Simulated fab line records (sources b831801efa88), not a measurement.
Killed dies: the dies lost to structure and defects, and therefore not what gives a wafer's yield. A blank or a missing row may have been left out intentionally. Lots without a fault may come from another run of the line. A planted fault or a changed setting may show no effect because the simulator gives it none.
Which of the tools did it? -- flow gf180mcu -- 42 wafers from 14 lots sampled at 2 of the route's 602 steps

WHAT THE GAUGES READ, wafer by wafer
GF_VT_IMPLANT_RS_MEAS_47: the measuring method here is four-point-probe.
lot,measured,on,NWELL_RS (ohm/sq)
L494,day 7 18:54,film-metro-03,490.1 488.2 490.5
L495,day 8 04:04,film-metro-03,487.8 488.3 486.9
L496,day 8 11:05,film-metro-03,488.5 488.7 487.7
L497,day 8 15:19,film-metro-01,486.7 488.2 488.0
L498,day 8 22:22,film-metro-01,488.2 488.4 488.0
L502,day 10 04:37,film-metro-03,487.2 486.2 486.4
L503,day 10 11:46,film-metro-03,487.8 488.2 487.7
L504,day 10 13:43,film-metro-01,488.0 487.8 486.8
L505,day 10 23:01,film-metro-03,486.2 486.9 487.5
L506,day 11 07:34,film-metro-03,488.5 489.4 489.5
L508,day 11 22:19,film-metro-03,486.9 487.1 485.2
L512,day 13 00:57,film-metro-01,479.3 479.3 479.2
L514,day 13 11:44,film-metro-01,479.2 478.6 479.4
L516,day 14 03:35,film-metro-01,486.5 486.3 486.1

WHICH TOOL RAN EACH LOT (tool, then ch and the chambers of the sampled wafers, then the start)
lot,GF_NWELL_IMPLANT_08
L494,"implanter-03 ch 0, day 3 12:08"
L495,"implanter-02 ch 0, day 3 18:52"
L496,"implanter-01 ch 0, day 3 23:40"
L497,"implanter-03 ch 0, day 4 04:17"
L498,"implanter-01 ch 0, day 4 10:19"
L502,"implanter-03 ch 0, day 5 09:25"
L503,"implanter-01 ch 0, day 5 14:56"
L504,"implanter-01 ch 0, day 5 17:47"
L505,"implanter-02 ch 0, day 6 01:53"
L506,"implanter-03 ch 0, day 6 07:31"
L508,"implanter-02 ch 0, day 6 19:08"
L512,"implanter-02 ch 0, day 7 16:28"
L514,"implanter-02 ch 0, day 8 02:32"
L516,"implanter-03 ch 0, day 8 14:05"
- GF_NWELL_IMPLANT_08

WHAT THE TOOLS THEMSELVES READ (means of the sampled wafers that have a number; where no wafer has one, the mark that the record gives instead)
GF_NWELL_IMPLANT_08.
lot,tool,beam-energy-keV,faraday-current-uA
L494,implanter-03,449.86,83.6
L495,implanter-02,450.07,84.0
L496,implanter-01,450.05,84.6
L497,implanter-03,449.97,84.9
L498,implanter-01,450.16,84.9
L502,implanter-03,449.86,85.5
L503,implanter-01,449.99,84.1
L504,implanter-01,449.96,84.1
L505,implanter-02,450.08,83.8
L506,implanter-03,450.03,85.9
L508,implanter-02,449.93,84.6
L512,implanter-02,493.09,83.8
L514,implanter-02,493.14,86.1
L516,implanter-03,449.99,85.2

THE ANSWER, worked out from the rows above alone
Rule: the lots themselves supply what counts as usual. Put in order of their means at a reading, lots are off if they are a third of the lots or fewer, leave a main group of 4 or more, and stand apart from it by a gap of 3 or more times the standard deviation of the main group's means; of several such gaps the widest counts. A main group whose means are all the same, to the digits that the tables above print for the reading, isn't used. Also off: a lot with no number at a reading for which 4 or more lots have one. The other lots that the step has rows for count as sound. Order of review: gauges by route order, followed by the tools' own readings, for which a lot's mean as printed above is used. At the first step where some lot is off, the reading lying furthest off is the one used; lots without a number count as furthest.
Off: at GF_VT_IMPLANT_RS_MEAS_47 (NWELL_RS), L512, L514. Mean 487.7 ohm/sq and standard deviation 1 in the main group.
A tool fits if, at a process step before that reading, it ran every lot that is off, and no sound lot after the first of them. The gauges at GF_VT_IMPLANT_RS_MEAS_47 aren't tried: what is off there is off at GF_NWELL_IMPLANT_08 too, on other tools, and a gauge's error can't cause that. One candidate fits, namely implanter-02 at GF_NWELL_IMPLANT_08. A fault onset in the window from L508 (day 6 19:08, its last sound lot) to L512 (day 7 16:28, its first lot off) fits.
The tool's own readings at GF_NWELL_IMPLANT_08 bear it out: on the lots that are off they differ by more than 5 times the standard deviation of the sound lots' means. beam-energy-keV reads 493.12 there against 450.00 on the sound lots.

WHAT WAS PUT IN BY THE SIMULATOR
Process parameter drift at GF_NWELL_IMPLANT_08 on implanter-02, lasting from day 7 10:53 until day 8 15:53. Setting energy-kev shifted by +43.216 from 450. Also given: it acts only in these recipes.
Lots struck among those shown: L512, L514. This agrees with what the rule above found.
